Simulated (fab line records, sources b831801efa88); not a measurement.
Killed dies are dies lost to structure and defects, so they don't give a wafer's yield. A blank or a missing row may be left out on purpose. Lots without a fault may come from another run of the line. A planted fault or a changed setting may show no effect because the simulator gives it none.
Split-lot experiment | flow sky130 | 5 lots, 23 wafers read, on a route of 708 steps

THE SPLIT
At SKY_LOCAL_INTERCONNECT_EXPOSE_08 (exposes mask LI1M, target cd 170 nm), the setting dose_mj was moved away from the recipe's 28 on 11 of the 23 wafers read, by -5.0% to +5.8%. The other wafers ran this setting at the recipe's value.

FROM THE SPLIT TO THE READING: what the file shows between them, 2 steps
- SKY_LOCAL_INTERCONNECT_PEB_09
- SKY_LOCAL_INTERCONNECT_DEVELOP_10: develop time 60 s

THE READING
cd_nm, in nm, at SKY_LOCAL_INTERCONNECT_CD_MEAS_11 (target cd 170 nm). Fault-free wafers of this fab line usually give 169.9 nm, standard deviation 1.4 nm.

wafer  | tool, chamber at the split | dose_mj as run | against the recipe | cd_nm, nm | against lot-mates on the recipe
L074.1 | krf_scanner-02, 0          | 26.61          | -5.0%              | 182.3     | +10.9
L074.2 | krf_scanner-02, 0          | 28             | recipe             | 172.6     | -
L074.3 | krf_scanner-02, 0          | 28             | recipe             | 171.2     | -
L074.4 | krf_scanner-02, 0          | 28             | recipe             | 170.3     | -
L074.6 | krf_scanner-02, 0          | 26.61          | -5.0%              | 182.1     | +10.7
L075.1 | krf_scanner-01, 0          | 26.8           | -4.3%              | 179.0     | +8.6
L075.3 | krf_scanner-01, 0          | 26.8           | -4.3%              | 179.8     | +9.4
L075.4 | krf_scanner-01, 0          | 28             | recipe             | 170.4     | -
L075.5 | krf_scanner-01, 0          | 26.8           | -4.3%              | 179.0     | +8.6
L075.6 | krf_scanner-01, 0          | 28             | recipe             | 170.4     | -
L076.1 | krf_scanner-01, 0          | 29.63          | +5.8%              | 159.8     | -11.1
L076.2 | krf_scanner-01, 0          | 28             | recipe             | 171.4     | -
L076.3 | krf_scanner-01, 0          | 29.63          | +5.8%              | 160.2     | -10.7
L076.5 | krf_scanner-01, 0          | 28             | recipe             | 170.4     | -
L076.6 | krf_scanner-01, 0          | 29.63          | +5.8%              | 158.7     | -12.2
L077.1 | krf_scanner-01, 0          | 27.47          | -1.9%              | 173.6     | +5.7
L077.2 | krf_scanner-01, 0          | 28             | recipe             | 168.0     | -
L077.3 | krf_scanner-01, 0          | 28             | recipe             | 167.9     | -
L077.4 | krf_scanner-01, 0          | 27.47          | -1.9%              | 171.4     | +3.5
L077.6 | krf_scanner-01, 0          | 27.47          | -1.9%              | 174.2     | +6.2
L081.1 | krf_scanner-01, 0          | 28             | recipe             | 170.1     | -
L081.2 | krf_scanner-01, 0          | 28             | recipe             | 169.7     | -
L081.3 | krf_scanner-01, 0          | 28             | recipe             | 171.4     | -

THE FIT
A straight line over all 23 wafers: cd_nm changes by -2 nm for each +1% of dose_mj; r = -0.98; the points scatter about the line by 1.4 nm.
The same after taking each lot's own level away (the mean of its wafers on the recipe; 23 wafers): -2.05 nm for each +1%; r = -0.99; scatter 0.85 nm.
On that fit, the largest move of dose_mj shifts the reading by 12 nm.
The lots' own levels span 167.95 to 171.37 nm, that is 2.4 times the standard deviation above.
So the lot-to-lot level changes the slope little: the two slopes agree.
Check: with one of the wafers moved furthest among these (+5.8%) left out of the fit, the line predicts -11.8 nm for it against its lot-mates. It came out at -11.1 nm against them.

OTHER SPLITS ON THESE WAFERS
These wafers also went through other splits before the reading. Each is held against what the fit with the lots' levels taken away leaves over:
other split on the same wafers      | wafers away from the commonest value | r with cd_nm (lot level and that fit taken away)
SKY_SD_P_DEVELOP_06 develop_time_s  | 8                                    | +0.22
SKY_RES_XHIGH_COAT_02 resist_thk_nm | 7                                    | +0.29
SKY_SD_N_DEVELOP_06 develop_time_s  | 6                                    | -0.21
SKY_LI_CONTACT_HDPCVD_00 time_s     | 7                                    | -0.23
SKY_LI_CONTACT_EXPOSE_09 dose_mj    | 7                                    | -0.23
SKY_LI_CONTACT_SPUTTER_19 time_s    | 7                                    | -0.16

THE WHOLE CHAIN: every reading that the file lists as answering this split, in the file's order
step                              | what it does                                                         | reading                                                                   | change (the file's fit)              | r (the file's)
SKY_LOCAL_INTERCONNECT_CD_MEAS_11 | target cd 170 nm                                                     | cd_nm                                                                     | -2.08 nm for each +1% of the setting | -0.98
SKY_LOCAL_INTERCONNECT_ETCH_13    | etches BARC in N2/H2, stops on SiO2, time 45.9 s, target depth 60 nm | LOCAL_INTERCONNECT.cd_nm (the simulator's own value, which no gauge read) | -2.21 nm for each +1% of the setting | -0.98

THE FILE'S OWN FIT
cd_nm changes by -2.08 nm for each +1% of dose_mj, r = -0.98.
